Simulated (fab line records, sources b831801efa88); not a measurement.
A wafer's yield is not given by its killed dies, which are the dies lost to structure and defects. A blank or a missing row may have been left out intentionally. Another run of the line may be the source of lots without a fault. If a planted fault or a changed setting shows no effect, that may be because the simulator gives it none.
Struck lot and sound lot, side by side | flow gf180mcu | 21 steps out of a route of 602
Sound: wafers L752.1, L752.4, L752.6. The struck wafers were L756.1, L756.4, L756.6. At the end, the cause is stated.
At each step with rows: each side's tool, then ch and its chambers, then its first start. Under that, the readings that differ: sound wafers | struck wafers | difference of the means | sigmas: that difference in standard deviations of wafers without a fault.
alike: same words and numbers on both sides, and readings whose means sit less than 2 such deviations apart. not compared: any withheld reading, any reading some wafer has no value for, any bound like >300 that may hide the same value, and any number with overlapping values for which the record gives no deviation.
The two part at a step that has a row with sigmas, a row that says differs or no value, or rows on one side only. Numbers that have no deviation but don't overlap get no sigmas and don't part them. A reading missing from all wafers of one side parts the sides only when that side holds two or more wafers.

first, 3 steps without rows for these wafers: GF_NWELL_EXPOSE_04 (exposes mask Nwell, target cd 860 nm); GF_NWELL_PEB_05; GF_NWELL_DEVELOP_06 (develop time 60 s).
GF_NWELL_OVL_MEAS_07:
  sound on overlay-02 at day 4 00:33; struck on overlay-01 at day 4 22:17
  alike: NWELL_OVL
then, 2 steps without rows for these wafers: GF_NWELL_IMPLANT_08; GF_NWELL_IMPLANT_09.
GF_NWELL_STRIP_10: strips in O2/N2.
  sound on plasma_asher-02 ch 0, day 4 00:53; struck on plasma_asher-04 ch 0,1, day 4 22:38
  alike: chamber_pressure_mTorr, drypump_motor_current_A, heater_power_w, oes_product_au, strip_time_to_endpoint_s
  not compared: rf_hours_counter_h
GF_NWELL_TW_MEAS_11:
  sound on film_metro-01 at day 4 00:59; struck on film_metro-04 at day 4 22:44
  alike: NWELL_TW
then, 4 steps without rows for these wafers: GF_LVPWELL_DEHYDRATE_00 (time 60 s); GF_LVPWELL_HMDS_01 (prime time 60 s); GF_LVPWELL_COAT_02 (resist thk 3000 nm); GF_LVPWELL_SOFTBAKE_03.
GF_LVPWELL_EXPOSE_04: exposes mask LVPWELL, target cd 600 nm.
  sound on iline_stepper-02 ch 0, day 4 07:44; struck on iline_stepper-02 ch 0, day 5 05:53
  reading | sound                         | struck               | difference | sigmas
  mask    | LVPWELL#0 LVPWELL#0 LVPWELL#0 | MVSD#0 MVSD#0 MVSD#0 | differs    |
then, 2 steps without rows for these wafers: GF_LVPWELL_PEB_05; GF_LVPWELL_DEVELOP_06 (develop time 60 s).
GF_LVPWELL_OVL_MEAS_07:
  sound on overlay-01 at day 4 14:23; struck on overlay-02 at day 5 12:53
  reading          | sound          | struck | difference                    | sigmas
  LVPWELL_OVL (nm) | -4.4 -2.4 -2.4 | - - -  | no value on the struck wafers |
then, 2 steps without rows for these wafers: GF_LVPWELL_IMPLANT_08; GF_LVPWELL_IMPLANT_09.
GF_LVPWELL_STRIP_10: strips in O2/N2.
  sound on plasma_asher-03 ch 1, day 4 14:44; struck on plasma_asher-02 ch 1, day 5 13:13
  alike: chamber_pressure_mTorr, drypump_motor_current_A, heater_power_w, oes_product_au, strip_time_to_endpoint_s
  not compared: rf_hours_counter_h
GF_LVPWELL_TW_MEAS_11:
  sound on film_metro-01 at day 4 14:50; struck on film_metro-01 at day 5 13:19
  reading    | sound       | struck   | difference | sigmas
  LVPWELL_TW | 559 558 558 | 30 30 30 | -528       | -85
then, 1 step without rows for these wafers: GF_MVSD_DEHYDRATE_00 (time 60 s).

## WHERE THEY PART
Last at GF_LVPWELL_TW_MEAS_11 as far as this record goes, first at GF_LVPWELL_EXPOSE_04.

WHY: what the simulator had put in
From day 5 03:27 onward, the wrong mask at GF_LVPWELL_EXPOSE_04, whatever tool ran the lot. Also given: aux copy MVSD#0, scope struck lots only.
